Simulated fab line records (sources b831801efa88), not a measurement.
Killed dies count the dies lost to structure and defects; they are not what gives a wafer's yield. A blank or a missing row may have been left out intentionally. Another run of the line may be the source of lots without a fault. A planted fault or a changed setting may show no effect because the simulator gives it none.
A struck lot beside a sound one	flow gf180mcu	18 steps out of a route of 602
Sound: these wafers, L941.2, L941.3, L941.4. Wafers L951.1, L951.2, L951.5 were the ones struck. The cause comes at the end.
Order at every step that has rows: each side's tool, ch and its chambers, its first start. Under that, the readings that differ: sound wafers	struck wafers	difference of the means	sigmas: that difference in standard deviations of wafers without a fault.
alike: a reading whose means differ by less than 2 such deviations, as well as words and numbers matching on both sides. not compared: withheld readings; readings where some wafer has no value; bounds like >300 that might hide an equal value; numbers whose values overlap and for which the record gives no deviation.
A row with sigmas, a row that says differs or no value, or rows on one side alone: a step with any of these is where the two part. Numbers that don't overlap but have no deviation are shown without sigmas and don't part them. Lack of a reading on every wafer of one side parts them only where that side has two or more wafers.

first, 3 steps without rows for these wafers: GF_HV_LDD_EXPOSE_04 (exposes mask Nplus LV AREA, target cd 400 nm); GF_HV_LDD_PEB_05; GF_HV_LDD_DEVELOP_06 (develop time 60 s).
GF_HV_LDD_CD_MEAS_07 targets a cd of 400 nm.
  sound: cd-sem-02 at day 10 08:41; struck: cd-sem-02 at day 13 08:01
  alike: cd-nm
GF_HV_LDD_OVL_MEAS_08:
  sound: overlay-02 at day 10 08:47; struck: overlay-02 at day 13 08:08
  alike: HV_LDD_OVL
following that, these wafers have no rows for 1 step: GF_HV_LDD_IMPLANT_09.
GF_HV_LDD_STRIP_10: strips in O2/N2.
  sound on plasma-asher-03 ch 0,1, day 10 08:58; struck on plasma-asher-01 ch 0,1, day 13 08:19
  alike: drypump-motor-current-A, heater-power-w, oes-product-au, strip-time-to-endpoint-s
  not compared: rf-hours-counter-h
GF_HV_LDD_TW_MEAS_11:
  sound: film-metro-02 at day 10 09:04; struck: film-metro-02 at day 13 08:25
  alike: HV_LDD_TW
then, 4 steps without rows for these wafers: GF_HV_LDD_DEHYDRATE_12 (time 60 s); GF_HV_LDD_HMDS_13 (prime time 60 s); GF_HV_LDD_COAT_14 (resist thk 1000 nm); GF_HV_LDD_SOFTBAKE_15 (time 60 s).
GF_HV_LDD_EXPOSE_16: exposes mask Pplus LV AREA, target cd 400 nm.
  sound on iline-stepper-01 ch 0, day 10 17:43; struck on iline-stepper-02 ch 0, day 13 17:41
reading	sound	struck	difference	sigmas
exposure-dose-mJ-cm2	140.26 140.21 140.28	132.98 132.81 132.84	-7.37	-46
reticle-temp-C (C)	23.05 23.18 23.07	22.82 22.87 22.78	-0.28	-2
  alike: mask
then, 2 steps without rows for these wafers: GF_HV_LDD_PEB_17; GF_HV_LDD_DEVELOP_18 (develop time 60 s).
GF_HV_LDD_CD_MEAS_19 targets a cd of 400 nm.
  sound: cd-sem-01 at day 11 03:17; struck: cd-sem-01 at day 14 04:15
reading	sound	struck	difference	sigmas
cd-nm (nm)	401.1 401.3 400.2	383.8 382.9 384.8	-17.0	-8
GF_HV_LDD_OVL_MEAS_20:
  sound: overlay-01 at day 11 03:24; struck: overlay-01 at day 14 04:22
  alike: HV_LDD_01_OVL
following that, these wafers have no rows for 1 step: GF_PASSIVATION_PROBE_99.

WHERE THEY PART
Earliest at GF_HV_LDD_EXPOSE_16; latest, in this record, at GF_HV_LDD_CD_MEAS_19. Later steps at which nothing parts them and some readings are alike: GF_HV_LDD_OVL_MEAS_20.

WHY: what had been put in by the simulator
Process parameters drifting: iline-stepper-02 at GF_HV_LDD_EXPOSE_16, beginning at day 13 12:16. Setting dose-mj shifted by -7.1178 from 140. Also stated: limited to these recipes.
